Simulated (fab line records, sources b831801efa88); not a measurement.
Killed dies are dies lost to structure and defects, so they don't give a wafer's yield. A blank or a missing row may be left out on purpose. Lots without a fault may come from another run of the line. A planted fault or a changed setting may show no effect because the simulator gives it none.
A struck lot beside a sound one | flow sky130 | 16 steps out of a route of 708
Sound: wafers L247.1, L247.4, L247.5. Struck: wafers L260.1, L260.5. The cause comes at the end.
At each step with rows: each side's tool, then ch and its chambers, then its first start. Under that, the readings that differ: sound wafers | struck wafers | difference of the means | sigmas: that difference in standard deviations of wafers without a fault.
alike: readings whose means differ by less than 2 such deviations, and words and numbers that are the same on both sides. not compared: withheld readings, readings that some wafer has no value for, bounds like >300 that may hide the same value, and numbers for which the record gives no deviation and whose values overlap.
The two part at a step that has a row with sigmas, a row that says differs or no value, or rows on one side only. Numbers that don't overlap but have no deviation are shown without sigmas and don't part them. A reading that every wafer of one side lacks parts them only if that side has two wafers or more.

SKY_NWELL_RS_MEAS_29: measures by four-point-probe.
  sound on film_metro-02, day 5 22:46; struck on film_metro-01, day 9 23:21
  alike: NWELL_RS
SKY_NWELL_RS_MEAS_31: measures by four-point-probe.
  sound on film_metro-02, day 5 23:00; struck on film_metro-01, day 9 23:35
  alike: PWDE_RS
then, 7 steps without rows for these wafers: SKY_VT_ADJUST_HVTP_DEHYDRATE_00 (time 60 s); SKY_VT_ADJUST_HVTP_HMDS_01 (prime time 60 s); SKY_VT_ADJUST_HVTP_COAT_02 (resist thk 1140 nm); SKY_VT_ADJUST_HVTP_SOFTBAKE_03 (time 60 s); SKY_VT_ADJUST_HVTP_EXPOSE_04 (exposes mask HVTPM, target cd 380 nm); SKY_VT_ADJUST_HVTP_PEB_05; SKY_VT_ADJUST_HVTP_DEVELOP_06 (develop time 60 s).
SKY_VT_ADJUST_HVTP_CD_MEAS_07: target cd 380 nm.
  sound on cd_sem-01, day 6 18:42; struck on cd_sem-02, day 10 23:01
  alike: cd_nm
SKY_VT_ADJUST_HVTP_OVL_MEAS_08:
  sound on overlay-02, day 6 18:49; struck on overlay-01, day 10 23:08
  alike: VT_ADJUST_HVTP_OVL
SKY_VT_ADJUST_HVTP_IMPLANT_09:
  sound on implanter-04 ch 0, day 6 18:52; struck on implanter-03 ch 0, day 10 23:10
SKY_VT_ADJUST_HVTP_STRIP_10: strips in O2/N2.
  sound on plasma_asher-03 ch 0,1, day 6 19:01; struck on plasma_asher-01 ch 0,1, day 10 23:19
  alike: drypump_motor_current_A, o2_flow_sccm, oes_product_au, strip_time_to_endpoint_s
  not compared: rf_hours_counter_h
SKY_VT_ADJUST_HVTP_TW_MEAS_11:
  sound on film_metro-02, day 6 19:07; struck on film_metro-04, day 10 23:25
  reading           | sound          | struck    | difference | sigmas
  VT_ADJUST_HVTP_TW | 1379 1374 1372 | 1290 1297 | -82        | -6
then, 1 step without rows for these wafers: SKY_VT_ADJUST_LVTN_DEHYDRATE_00 (time 60 s).
-- the record jumps here: 39 days lie between the struck wafers' starts before and after (it left off in module VT_ADJUST_LVTN and takes up again in module PAD_OPEN, whose first step shown is number 708 of the route) --
SKY_PAD_OPEN_PROBE_99:
  sound on prober-02, day 47 03:42; struck on prober-02, day 50 08:49
  reading                                     | sound              | struck      | difference | sigmas
  killed_at_contacts                          | 21 22 13           | 36 24       | +11        | +2
  model.etest.tip_p.rs_ohm_sq                 | 6946 6961 6937     | 6117 6126   | -826       |
  model.etest.tip_p.rs_ohm_sq_range           | 172.5 184.3 187.7  | 874.4 786.7 | +649.0     |
  model.etest.tip_p.rs_ohm_sq_rim_less_centre | 25.46 44.74 -117.2 | 346.1 445.1 | +411.3     |
  model.etest.pfet_01v8.r_on_ohm_um           | 2973 2909 2991     | 2515 2561   | -420       |
  model.etest.pfet_01v8.drive_ua_um           | 187 188.9 185.1    | 240.4 234.9 | +50.7      |
  model.etest.pfet_01v8_mvt.drive_ua_um       | 147.2 149.3 146.9  | 194.1 189   | +43.8      |
  model.etest.pfet_01v8.drive_ua_um_range     | 2.046 4.177 5.273  | 42.86 42.55 | +38.87     |
  model.etest.pfet_01v8_hvt.drive_ua_um       | 138.9 140.4 136.2  | 177.1 173.5 | +36.8      |
  alike: killed_at_M0_to_M3, killed_at_M4_up, killed_at_front_end, killed_at_other, killed_dies, killed_open, killed_short

WHERE THEY PART
First at SKY_VT_ADJUST_HVTP_TW_MEAS_11; last, within this record, at SKY_PAD_OPEN_PROBE_99.

WHY: what the simulator had put in
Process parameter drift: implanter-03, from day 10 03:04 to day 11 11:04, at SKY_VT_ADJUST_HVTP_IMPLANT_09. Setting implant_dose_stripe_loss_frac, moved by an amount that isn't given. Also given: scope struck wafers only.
